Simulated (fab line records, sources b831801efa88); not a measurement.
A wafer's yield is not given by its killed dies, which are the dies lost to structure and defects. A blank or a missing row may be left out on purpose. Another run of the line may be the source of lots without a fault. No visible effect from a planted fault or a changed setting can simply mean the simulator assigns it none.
The tool behind it: which one? / flow gf180mcu / Sampling: 7 lots, 21 wafers, 2 of 602 route steps

== WHAT EACH GAUGE READ, for each wafer ==
GF_NWELL_TW_MEAS_11.
lot=L335; measured=day 3 20:05; on=film_metro-03; NWELL_TW=1612 1612 1616
lot=L337; measured=day 4 07:33; on=film_metro-03; NWELL_TW=1620 1627 1618
lot=L339; measured=day 4 16:37; on=film_metro-03; NWELL_TW=1615 1620 1611
lot=L341; measured=day 5 06:55; on=film_metro-01; NWELL_TW=1574 1577 1579
lot=L346; measured=day 6 07:01; on=film_metro-03; NWELL_TW=1885 1880 1878
lot=L348; measured=day 6 17:44; on=film_metro-01; NWELL_TW=1862 1869 1859
lot=L354; measured=day 8 04:01; on=film_metro-01; NWELL_TW=1578 1584 1582

== WHAT TOOL EACH LOT RAN ON (gives the tool, then ch and the chambers of the sampled wafers, and finally the start) ==
lot=L335; GF_DNWELL_COAT_02=litho_track-04 ch 0, day 2 22:41
lot=L337; GF_DNWELL_COAT_02=litho_track-04 ch 0, day 3 10:35
lot=L339; GF_DNWELL_COAT_02=litho_track-02 ch 0, day 3 19:18
lot=L341; GF_DNWELL_COAT_02=litho_track-03 ch 0, day 4 07:35
lot=L346; GF_DNWELL_COAT_02=litho_track-03, day 5 08:14
lot=L348; GF_DNWELL_COAT_02=litho_track-02, day 5 18:21
lot=L354; GF_DNWELL_COAT_02=litho_track-04 ch 0, day 7 03:32
- GF_DNWELL_COAT_02: resist thk 3000 nm.

== THE ANSWER, worked out from the rows above alone ==
Rule: the lots themselves supply what counts as usual. Put in order of their means at a reading, lots are off if they are a third of the lots or fewer, leave a main group of 4 or more, and stand apart from it by a gap of 3 or more times the standard deviation of the main group's means; of several such gaps the widest counts. Not used: any main group whose means are identical at the precision the tables above print for the reading. Also off: a lot with no number at a reading for which 4 or more lots have one. The other lots that the step has rows for count as sound.
Off: L346, L348, at GF_NWELL_TW_MEAS_11 (NWELL_TW). The main group: mean 1602, standard deviation 19.
A tool fits if, at a process step before that reading, it ran every lot that is off, and no sound lot after the first of them. The gauges at GF_NWELL_TW_MEAS_11 are tried like those tools. Not one of the candidates tried fits.

== WHAT THE SIMULATOR PUT IN ==
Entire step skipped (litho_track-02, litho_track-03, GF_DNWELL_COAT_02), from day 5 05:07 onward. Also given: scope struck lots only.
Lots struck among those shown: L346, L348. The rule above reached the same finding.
